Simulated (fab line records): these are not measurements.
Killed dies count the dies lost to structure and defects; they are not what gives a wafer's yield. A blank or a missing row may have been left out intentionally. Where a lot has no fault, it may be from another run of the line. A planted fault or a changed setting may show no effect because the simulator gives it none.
A struck lot beside a sound one + flow gf180mcu + 14 out of 602 route steps
Sound: these wafers, L800.2, L800.5, L800.6. Struck: wafers L818.3, L818.4, L818.6. At the end, the cause is stated.
For every step that has rows: the tool of each side, followed by ch and its chambers, followed by its first start. Under that, the readings that differ: sound wafers + struck wafers + difference of the means + sigmas: that difference in standard deviations of wafers without a fault.
alike: readings with means less than 2 such deviations apart, plus words and numbers identical on both sides. not compared: withheld readings, readings lacking a value on some wafer, bounds such as >300 that could conceal the same value, and numbers that have no deviation in the record and whose values overlap.
The two part at a step that has a row with sigmas, a row that says differs or no value, or rows on one side only. When numbers do not overlap yet have no deviation, they are printed without sigmas and do not part them. Lack of a reading on every wafer of one side parts them only where that side has two or more wafers.

GF_M3_SPUTTER_01: material TiN, target thk 30 nm, time 25 s.
  sound on pvd_sputter-04, day 20 04:28; struck on pvd_sputter-03, day 26 18:33
  alike: throttle_valve_pct
GF_M3_SPUTTER_02: material AlCu, target thk 450 nm, time 23.9 s.
  sound on pvd_sputter-04, day 20 04:29; struck on pvd_sputter-03, day 26 18:35
  alike: throttle_valve_pct
GF_M3_SPUTTER_03: material Ti, target thk 10 nm, time 6.7 s.
  sound on pvd_sputter-04, day 20 04:31; struck on pvd_sputter-03, day 26 18:37
  alike: throttle_valve_pct
GF_M3_SPUTTER_04: material TiN, target thk 50 nm, time 41.7 s.
  sound on pvd_sputter-04, day 20 04:32; struck on pvd_sputter-03, day 26 18:38
  alike: throttle_valve_pct
GF_M3_RS_MEAS_05: measurement is done with a four-point probe.
  sound on film_metro-01, day 20 04:36; struck on film_metro-01, day 26 18:43
  alike: M3_ALCU_RS
GF_M3_THK_MEAS_06: measures by xrf.
  sound on film_metro-01, day 20 04:43; struck on film_metro-01, day 26 18:49
  alike: M3_ALCU_THK
then, 6 steps without rows for these wafers: GF_M3_DEHYDRATE_07 (time 60 s); GF_M3_HMDS_08 (prime time 60 s); GF_M3_COAT_09 (resist thk 1000 nm); GF_M3_SOFTBAKE_10 (time 60 s); GF_M3_EXPOSE_11 (exposes mask Metal3, target cd 280 nm); GF_M3_PEB_12 (peb time 90 s).
GF_M3_DEVELOP_13: develop time 60 s.
  struck on litho_track-04, day 27 14:46; sound on litho_track-04 ch 0, day 21 04:11
  no value came back on the struck wafers for chill_plate_temp_C (C), develop_time_s (s), resist_line_temp_C (C); on the sound wafers chill_plate_temp_C (C) reads 22.91 22.98 23.00
| reading                             | sound             | struck           | difference | sigmas |
|-------------------------------------|-------------------|------------------|------------|--------|
| model.KrF_of_M3_COAT_09.thk_nm (nm) | 987.5 989.5 986.8 | 997.4 995.4 1003 | +10.7      |        |
GF_M3_CD_MEAS_14: target cd 280 nm.
  sound on cd_sem-01, day 21 04:20; struck on cd_sem-01, day 27 14:54
| reading    | sound             | struck | difference                    | sigmas |
|------------|-------------------|--------|-------------------------------|--------|
| cd_nm (nm) | 279.1 279.1 278.5 | - - -  | no value on the struck wafers |        |

## WHERE THEY PART
Earliest at GF_M3_DEVELOP_13; latest, in this record, at GF_M3_CD_MEAS_14.

WHY: what had been put in by the simulator
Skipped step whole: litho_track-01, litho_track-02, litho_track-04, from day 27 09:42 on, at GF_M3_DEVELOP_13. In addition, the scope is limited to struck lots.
